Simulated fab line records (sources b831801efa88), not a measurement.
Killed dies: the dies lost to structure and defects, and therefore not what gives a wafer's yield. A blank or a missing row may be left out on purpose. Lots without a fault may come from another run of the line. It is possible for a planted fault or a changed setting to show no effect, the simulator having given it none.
Which tool is to blame?	flow gf180mcu	13 lots, 39 wafers sampled, at 5 steps of a route of 602

## WHAT THE GAUGES SHOWED, per wafer
GF_STI_THK_MEAS_02.
lot	measured	on	STI_OXIDATION_THK (nm)
L621	day 1 11:31	filmMetro-04	10.17 10.28 10.19
L622	day 1 16:32	filmMetro-04	10.22 10.38 10.20
L623	day 1 21:32	filmMetro-04	10.38 10.59 10.46
L624	day 2 02:31	filmMetro-04	9.86 9.74 9.81
L626	day 2 13:44	filmMetro-02	9.97 9.90 9.75
L627	day 2 17:52	filmMetro-02	9.93 9.91 10.04
L628	day 2 23:02	filmMetro-03	10.29 10.20 10.00
L629	day 3 04:33	filmMetro-02	10.09 10.17 10.20
L630	day 3 08:58	filmMetro-03	10.37 10.23 10.32
L634	day 4 04:31	filmMetro-03	10.17 10.06 10.27
L636	day 4 14:31	filmMetro-03	9.92 9.81 9.79
L638	day 5 00:32	filmMetro-02	9.87 9.86 9.73
L643	day 6 01:31	filmMetro-04	9.86 10.03 9.86

GF_STI_THK_MEAS_30.
lot	measured	on	STI_OXIDATION_02_THK (nm)
L621	day 2 06:08	filmMetro-04	9.70 9.83 9.90
L622	day 2 11:36	filmMetro-03	10.59 10.28 10.16
L623	day 2 16:29	filmMetro-04	10.04 10.24 10.14
L624	day 2 21:37	filmMetro-04	10.38 10.21 10.35
L626	day 3 08:14	filmMetro-04	9.67 9.72 9.69
L627	day 3 13:22	filmMetro-04	10.32 10.34 10.16
L628	day 3 18:42	filmMetro-03	9.88 9.91 10.05
L629	day 4 00:51	filmMetro-02	10.53 10.31 10.47
L630	day 4 05:52	filmMetro-04	10.07 10.02 9.93
L634	day 5 01:55	filmMetro-02	9.67 9.73 9.90
L636	day 5 11:54	filmMetro-04	9.92 9.97 10.10
L638	day 5 22:03	filmMetro-04	9.96 9.84 9.77
L643	day 6 23:19	filmMetro-03	9.66 9.70 9.87

GF_POLY_GATE_THK_MEAS_01.
lot	measured	on	POLY_GATE_CVD_00_THK (nm)
L621	day 8 15:23	filmMetro-01	201.4 200.4 200.4
L622	day 8 21:55	filmMetro-03	198.9 200.6 198.8
L623	day 9 01:46	filmMetro-02	202.9 202.9 203.1
L624	day 9 06:27	filmMetro-03	197.4 196.8 197.8
L626	day 9 23:12	filmMetro-03	201.4 200.2 200.5
L627	day 10 05:18	filmMetro-03	198.5 199.8 199.2
L628	day 10 12:40	filmMetro-01	200.9 202.0 203.4
L629	day 10 20:17	filmMetro-01	201.8 201.1 200.5
L630	day 11 04:07	filmMetro-01	204.8 203.9 201.2
L634	day 12 05:24	filmMetro-03	201.2 199.4 199.8
L636	day 12 20:52	filmMetro-03	222.0 219.0 220.3
L638	day 13 08:03	filmMetro-03	200.8 201.9 200.1
L643	day 14 18:05	filmMetro-02	199.2 199.8 198.8

## TOOL THAT RAN EACH LOT (tool first, then ch and the chambers of the sampled wafers, then the start)
lot	GF_STI_STRIP_15	GF_POLY_GATE_CVD_00
L621	plasmaAsher-03 ch 0,1, day 2 01:37	lpcvd-02 ch 1, day 8 14:03
L622	plasmaAsher-03 ch 0,1, day 2 07:33	lpcvd-02 ch 1, day 8 20:34
L623	plasmaAsher-04 ch 0,1, day 2 12:03	lpcvd-02 ch 1, day 9 00:24
L624	plasmaAsher-03 ch 0,1, day 2 17:34	lpcvd-02 ch 0, day 9 05:07
L626	plasmaAsher-04 ch 0,1, day 3 04:10	lpcvd-02 ch 0, day 9 21:52
L627	plasmaAsher-02 ch 0,1, day 3 09:10	lpcvd-01 ch 0, day 10 03:58
L628	plasmaAsher-03 ch 0,1, day 3 13:54	lpcvd-02 ch 1, day 10 11:19
L629	plasmaAsher-03 ch 1, day 3 20:46	lpcvd-01 ch 1, day 10 18:56
L630	plasmaAsher-03 ch 0,1, day 4 01:09	lpcvd-01 ch 0, day 11 02:45
L634	plasmaAsher-04 ch 0,1, day 4 21:04	lpcvd-02 ch 0, day 12 04:04
L636	plasmaAsher-04 ch 0,1, day 5 07:10	lpcvd-01 ch 0, day 12 19:32
L638	plasmaAsher-02 ch 0,1, day 5 17:23	lpcvd-02 ch 0, day 13 06:42
L643	plasmaAsher-02 ch 0,1, day 6 18:40	lpcvd-02 ch 0, day 14 16:04
- GF_STI_STRIP_15: strips in O2/N2.
- GF_POLY_GATE_CVD_00: deposits poly-Si, target thk 200 nm, time 1200 s.

## AS READ BY THE TOOLS THEMSELVES (means over the sampled wafers that have a number; for cases with no such wafer, the mark the record gives instead)
GF_STI_STRIP_15.
lot	tool	drypumpMotorCurrentA (A)	heaterPowerW (W)	n2FlowSccm (sccm)	oesProductAu (a.u.)	stripTimeToEndpointS (s)
L621	plasmaAsher-03	5.9	282	300.5	0.384	3.743
L622	plasmaAsher-03	6.0	296	299.8	0.383	3.719
L623	plasmaAsher-04	5.7	387	299.2	0.386	3.732
L624	plasmaAsher-03	5.8	285	300.5	0.388	3.735
L626	plasmaAsher-04	5.7	385	300.3	0.383	3.717
L627	plasmaAsher-02	5.7	302	300.0	0.386	3.688
L628	plasmaAsher-03	5.8	284	300.2	0.383	3.710
L629	plasmaAsher-03	6.2	296	301.0	0.383	3.743
L630	plasmaAsher-03	5.8	286	299.8	0.380	3.739
L634	plasmaAsher-04	5.7	388	300.9	0.386	3.712
L636	plasmaAsher-04	5.7	387	298.8	0.383	3.710
L638	plasmaAsher-02	5.3	290	299.8	0.383	3.739
L643	plasmaAsher-02	5.3	292	300.2	0.380	3.674

GF_POLY_GATE_CVD_00.
lot	tool	zonePowerUpperPct (%)
L621	lpcvd-02	8.2
L622	lpcvd-02	8.2
L623	lpcvd-02	8.3
L624	lpcvd-02	9.3
L626	lpcvd-02	9.1
L627	lpcvd-01	8.6
L628	lpcvd-02	8.2
L629	lpcvd-01	9.2
L630	lpcvd-01	8.7
L634	lpcvd-02	9.1
L636	lpcvd-01	8.7
L638	lpcvd-02	9.2
L643	lpcvd-02	9.2

## THE ANSWER, worked out from the rows above alone
Rule: the lots themselves supply what counts as usual. The widest of any qualifying gaps counts: lots, ordered by their means at a reading, are off when they make up no more than a third of the lots, leave a main group of 4 or more, and stand apart from it by 3 or more times the standard deviation of that group's means. The tables above print the reading to a certain number of digits; a main group whose means all agree to those digits is not used. Also off: a lot with no number at a reading for which 4 or more lots have one. Any other lot the step has rows for is counted as sound. First the gauges in route order, then the tools' own readings, where a lot's mean is used as printed above. The first step at which some lot is off is used, and at that step the reading that is off furthest; a lot without a number counts as furthest.
Off: L636, at GF_POLY_GATE_THK_MEAS_01 (POLY_GATE_CVD_00_THK). For the main group the mean is 200.6 nm and the standard deviation 1.6.
If a tool, at a process step before that reading, ran all the lots that are off and no sound lot after the first of them, it fits. The gauges at GF_POLY_GATE_THK_MEAS_01 aren't tried: what is off there is off at GF_STI_STRIP_15 too, on other tools, and a gauge's error can't cause that. 2 tools fit, plasmaAsher-04 at GF_STI_STRIP_15 and lpcvd-01 at GF_POLY_GATE_CVD_00, so this cannot tell which one it is.

## WHAT WAS PUT IN BY THE SIMULATOR
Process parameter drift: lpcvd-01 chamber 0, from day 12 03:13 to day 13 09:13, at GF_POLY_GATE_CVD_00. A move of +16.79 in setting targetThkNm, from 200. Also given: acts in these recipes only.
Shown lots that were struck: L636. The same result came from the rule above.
